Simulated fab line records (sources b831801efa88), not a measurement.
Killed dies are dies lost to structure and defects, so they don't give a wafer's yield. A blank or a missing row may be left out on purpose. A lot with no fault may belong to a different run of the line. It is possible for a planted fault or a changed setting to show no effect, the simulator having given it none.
Matching of chambers    flow gf180mcu    GF_V3_CVD_02 on pecvd-01: 3 sister chambers
The step deposits SiO2 from TEOS, target thk 850 nm, time 94.851 s. 6 wafers are shown with their chamber, then 11 later ones without.

EACH WAFER AND ITS CHAMBER
wafer   chamber  heater power w (W)
L089.3  1        780
L089.6  0        834
L092.1  0        757
L092.2  2        637
L092.3  1        779
L092.4  2        515

WAFERS WHOSE CHAMBER IS MISSING
wafer   heater power w (W)
L092.5  820
L092.6  818
L094.4  681
L094.5  763
L094.6  772
L095.2  829
L095.4  709
L095.6  631
L096.4  619
L096.5  621
L096.6  754

WHICH CHAMBER EACH WENT THROUGH
wafer   from the rows above           in truth
L092.5  can't be placed: 0 or 1       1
L092.6  can't be placed: 0 or 1       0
L094.4  can't be placed: 1 or 2 or 0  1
L094.5  can't be placed: 1 or 0       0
L094.6  can't be placed: 1 or 0       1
L095.2  can't be placed: 0 or 1       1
L095.4  can't be placed: 1 or 0 or 2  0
L095.6  can't be placed: 2 or 1 or 0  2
L096.4  can't be placed: 2 or 1       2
L096.5  can't be placed: 2 or 1       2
L096.6  can't be placed: 1 or 0       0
Placed correctly: 0 of 11. Unplaceable from these rows: 11, with the true chamber sitting among the candidates in 11. Placed wrongly: 0.
How it was worked out, from the rows above alone: a wafer's distance from a chamber is the root of the sum, over the readings, of the square of ((its reading less the chamber's mean) divided by the reading's scatter). If the next closest chamber is less than 2 further off than the closest, the wafer can't be placed; otherwise it belongs to the closest. Each chamber's mean is taken over the wafers shown for it. The scatter is the square root of a quotient: the sum, over the shown wafers, of each reading's squared deviation from its chamber's mean, divided by wafers minus chambers.
